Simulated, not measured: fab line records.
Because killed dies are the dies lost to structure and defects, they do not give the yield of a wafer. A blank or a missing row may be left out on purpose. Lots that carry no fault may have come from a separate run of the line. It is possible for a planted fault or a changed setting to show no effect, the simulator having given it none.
The tool behind it: which one?	flow gf180mcu	42 wafers from 14 lots sampled at 5 of the route's 602 steps

WHAT THE GAUGES SHOWED, per wafer
GF_NWELL_TW_MEAS_11. Usual: for NWELL_TW the level is 1599 and the standard deviation is 15.
lot	measured	on	NWELL_TW	flag
L231	day 3 15:31	film-metro-03	1612 1608 1616	
L232	day 3 20:23	film-metro-03	1626 1611 1619	
L233	day 4 00:20	film-metro-04	1566 1575 1573	
L234	day 4 06:56	film-metro-03	1532 1536 1544	OFF
L235	day 4 12:28	film-metro-04	1495 1499 1502	OFF
L237	day 4 22:19	film-metro-01	1594 1598 1593	
L240	day 5 14:01	film-metro-01	1603 1608 1615	
L244	day 6 13:19	film-metro-04	1560 1575 1563	
L245	day 6 17:34	film-metro-03	1605 1613 1600	
L246	day 6 22:49	film-metro-03	1613 1607 1612	
L247	day 7 06:49	film-metro-04	1578 1569 1588	
L248	day 7 11:10	film-metro-03	1610 1610 1621	
L249	day 7 15:53	film-metro-01	1603 1602 1598	
L252	day 8 08:43	film-metro-01	1602 1599 1605	

GF_VT_IMPLANT_RS_MEAS_47: uses a four-point probe to measure. Usual: for NWELL_RS the level is 487.8 ohm/sq and the standard deviation is 1.2.
lot	measured	on	NWELL_RS (ohm/sq)	flag
L231	day 8 00:41	film-metro-03	489.4 489.8 488.9	
L232	day 8 06:22	film-metro-04	486.0 487.9 486.3	
L233	day 8 11:20	film-metro-03	487.3 488.1 487.0	
L234	day 8 19:16	film-metro-01	- - -	OFF
L235	day 9 00:58	film-metro-04	- - -	OFF
L237	day 9 14:00	film-metro-04	489.4 488.1 487.9	
L240	day 10 08:26	film-metro-01	487.1 487.0 485.0	
L244	day 11 12:29	film-metro-03	487.3 487.2 487.2	
L245	day 11 16:02	film-metro-04	486.6 486.8 487.9	
L246	day 11 22:56	film-metro-04	489.8 488.3 487.3	
L247	day 12 07:24	film-metro-01	488.0 488.0 488.3	
L248	day 12 15:30	film-metro-03	489.1 489.3 489.9	
L249	day 12 21:05	film-metro-01	487.9 486.8 486.8	
L252	day 14 02:18	film-metro-04	487.2 487.5 487.4	

GF_SAB_CD_MEAS_09: the cd target is 420 nm. Usual: 419.5 nm for cd-nm, sd 2.1.
lot	measured	on	cd-nm (nm)	flag
L231	day 15 16:19	cd-sem-02	416.9 419.4 419.8	
L232	day 15 20:47	cd-sem-01	417.7 416.9 415.6	
L233	day 16 08:58	cd-sem-01	422.5 422.7 424.6	
L237	day 18 02:34	cd-sem-02	418.1 415.5 418.8	
L240	day 18 18:20	cd-sem-02	418.9 418.4 418.0	
L244	day 20 07:25	cd-sem-01	421.4 421.3 420.7	
L245	day 20 16:01	cd-sem-01	420.7 419.2 421.7	
L246	day 20 21:01	cd-sem-02	418.4 419.4 421.5	
L247	day 21 05:05	cd-sem-01	421.3 418.9 420.6	
L248	day 21 16:25	cd-sem-02	417.4 419.4 417.9	
L249	day 22 02:54	cd-sem-02	420.0 420.4 417.9	
L252	day 23 10:34	cd-sem-02	417.6 418.2 416.9	

WHAT TOOL EACH LOT RAN ON (gives the tool, then ch and the chambers of the sampled wafers, and finally the start)
lot	GF_NWELL_IMPLANT_09	GF_HV_LDD_RTA_52
L231	implanter-03 ch 0, day 3 15:16	rtp-anneal-02 ch 0, day 12 23:08
L232	implanter-04 ch 0, day 3 20:08	rtp-anneal-02 ch 0, day 13 02:28
L233	implanter-03 ch 0, day 4 00:07	rtp-anneal-02 ch 0, day 13 11:44
L234	implanter-04, day 4 06:41	-
L235	implanter-03, day 4 12:13	-
L237	implanter-04 ch 0, day 4 22:04	rtp-anneal-01 ch 0, day 15 03:11
L240	implanter-04 ch 0, day 5 13:46	rtp-anneal-02 ch 0, day 15 17:29
L244	implanter-01 ch 0, day 6 13:04	rtp-anneal-02 ch 0, day 17 04:32
L245	implanter-03 ch 0, day 6 17:19	rtp-anneal-01 ch 0, day 17 12:30
L246	implanter-04 ch 0, day 6 22:34	rtp-anneal-01 ch 0, day 17 17:35
L247	implanter-04 ch 0, day 7 06:34	rtp-anneal-01 ch 0, day 18 01:33
L248	implanter-04 ch 0, day 7 10:55	rtp-anneal-01 ch 0, day 18 12:05
L249	implanter-04 ch 0, day 7 15:40	rtp-anneal-01 ch 0, day 18 23:11
L252	implanter-01 ch 0, day 8 08:28	rtp-anneal-02 ch 0, day 20 07:23
- GF_NWELL_IMPLANT_09
- GF_HV_LDD_RTA_52: time 10 s.

WHAT THE TOOLS THEMSELVES READ (means of the sampled wafers that have a number; where no wafer has one, the mark that the record gives instead)
GF_NWELL_IMPLANT_09. Usual: beam-energy-keV 159.99, standard deviation 0.06; beam-on-s 9.99 s, standard deviation 0.22.
lot	tool	beam-energy-keV	beam-on-s (s)	flag
L231	implanter-03	159.96	10.08	
L232	implanter-04	159.99	10.04	
L233	implanter-03	159.94	10.12	
L234	implanter-04	-	-	OFF
L235	implanter-03	-	-	OFF
L237	implanter-04	159.91	9.91	
L240	implanter-04	159.98	9.93	
L244	implanter-01	159.95	10.01	
L245	implanter-03	160.02	9.74	
L246	implanter-04	159.99	9.99	
L247	implanter-04	160.04	10.01	
L248	implanter-04	159.92	10.10	
L249	implanter-04	159.93	10.04	
L252	implanter-01	159.94	10.06	

GF_HV_LDD_RTA_52. Usual: lamp-power-pct 35.6 %, standard deviation 1.4; wafer_temp_C_max 1007.5, standard deviation 1.3.
lot	tool	lamp-power-pct (%)	wafer_temp_C_max	flag
L231	rtp-anneal-02	36.7	1006.6	
L232	rtp-anneal-02	36.7	1007.7	
L233	rtp-anneal-02	36.7	1006.5	
L237	rtp-anneal-01	34.0	1008.2	
L240	rtp-anneal-02	36.7	1007.6	
L244	rtp-anneal-02	36.8	1007.9	
L245	rtp-anneal-01	33.9	1007.4	
L246	rtp-anneal-01	34.0	1006.4	
L247	rtp-anneal-01	34.0	1008.3	
L248	rtp-anneal-01	33.9	1006.8	
L249	rtp-anneal-01	33.9	1007.5	
L252	rtp-anneal-02	36.7	1008.9	

THE ANSWER, worked out from the rows above alone
Rule: a lot is off if the mean of its wafers that have a number lies more than 3 standard deviations from the usual mean. Also off: a lot with no number at a reading for which 4 or more lots have one. Any other lot the step has rows for is counted as sound. After the gauges, taken in route order, come the tools' own readings; for these a lot's mean is taken, as printed above. The first step at which some lot is off is used, and at that step the reading that is off furthest; a lot without a number counts as furthest.
Off: at GF_NWELL_TW_MEAS_11 (NWELL_TW), L234, L235.
A tool fits if, at a process step before that reading, it ran every lot that is off, and no sound lot after the first of them. Not tried: the gauges at GF_NWELL_TW_MEAS_11; whatever is off there is also off at GF_NWELL_IMPLANT_09, on other tools, and gauge error can't account for it. Not one of the candidates tried fits.

WHAT THE SIMULATOR HAD PUT IN
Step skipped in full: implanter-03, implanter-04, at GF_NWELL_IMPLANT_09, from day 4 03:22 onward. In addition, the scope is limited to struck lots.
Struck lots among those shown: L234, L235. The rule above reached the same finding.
